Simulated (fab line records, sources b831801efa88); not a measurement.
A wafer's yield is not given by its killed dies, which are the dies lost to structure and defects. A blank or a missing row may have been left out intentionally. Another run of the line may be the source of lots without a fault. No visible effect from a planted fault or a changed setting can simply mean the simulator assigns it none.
The same fault as seen by 2 desks | flow sky130 | each desk has only its own numbers; what lay behind them comes last

DESK OF THE TOOL OWNER: rie metal-03
The tool's own readings at SKY_METAL4_METAL_ETCH_18 (etches the open film in Cl2/BCl3, stops on SiO2, target depth 845 nm, time 183.1 s): means of the sampled wafers that have a number, for each lot that ran on this tool. The brackets show how far a lot's mean lies from the usual mean; more than 4 standard deviations puts the lot out of limits, marked OUT.
Columns: A = chamber pressure mTorr at SKY_METAL4_METAL_ETCH_18, usual 9.999 mTorr; B = drypump motor current A at SKY_METAL4_METAL_ETCH_18, usual 5.3 A; C = oes product au at SKY_METAL4_METAL_ETCH_18, usual 0.868 a.u.; D = throttle valve pct at SKY_METAL4_METAL_ETCH_18, usual 22.265 %
lot  | first seen here | A      | B   | C     | D
L385 | day 44 01:26    | 9.992  | 4.6 | 0.864 | 22.272
L390 | day 45 19:23    | 10.002 | 5.0 | 0.862 | 22.269
L391 | day 46 00:20    | 9.991  | 5.1 | 0.852 | 22.261
L392 | day 46 06:29    | 10.002 | 5.4 | 0.866 | 22.269
This desk's finding: nothing out of limits on any of the 4 lots.

AT THE METROLOGY DESK
What the gauges read, lot by lot, whatever tool the lot ran on: means of the sampled wafers that have a number. The brackets show how far a lot's mean lies from the usual mean; more than 4 standard deviations puts the lot out of limits, marked OUT.
Columns: A = cd nm at SKY_METAL4_CD_MEAS_13, usual 299.8 nm; B = METAL4_OVL at SKY_METAL4_OVL_MEAS_14, usual 2 nm
lot  | first seen here | A     | B
L385 | day 44 01:04    | 298.6 | 3
L388 | day 44 21:00    | 298.9 | 0
L390 | day 45 19:05    | 299.8 | -1
L391 | day 45 23:54    | 301.6 | -1
L392 | day 46 06:03    | 300.9 | -1
L400 | day 47 23:30    | 300.5 | -2
L405 | day 48 21:41    | 300.1 | 5
This desk's finding: nothing out of limits on any of the 7 lots.

TAKEN TOGETHER
The tool owner's desk saw nothing out of limits.
At the metrology desk, nothing out of limits was observed.

WHAT THE SIMULATOR HAD PUT IN
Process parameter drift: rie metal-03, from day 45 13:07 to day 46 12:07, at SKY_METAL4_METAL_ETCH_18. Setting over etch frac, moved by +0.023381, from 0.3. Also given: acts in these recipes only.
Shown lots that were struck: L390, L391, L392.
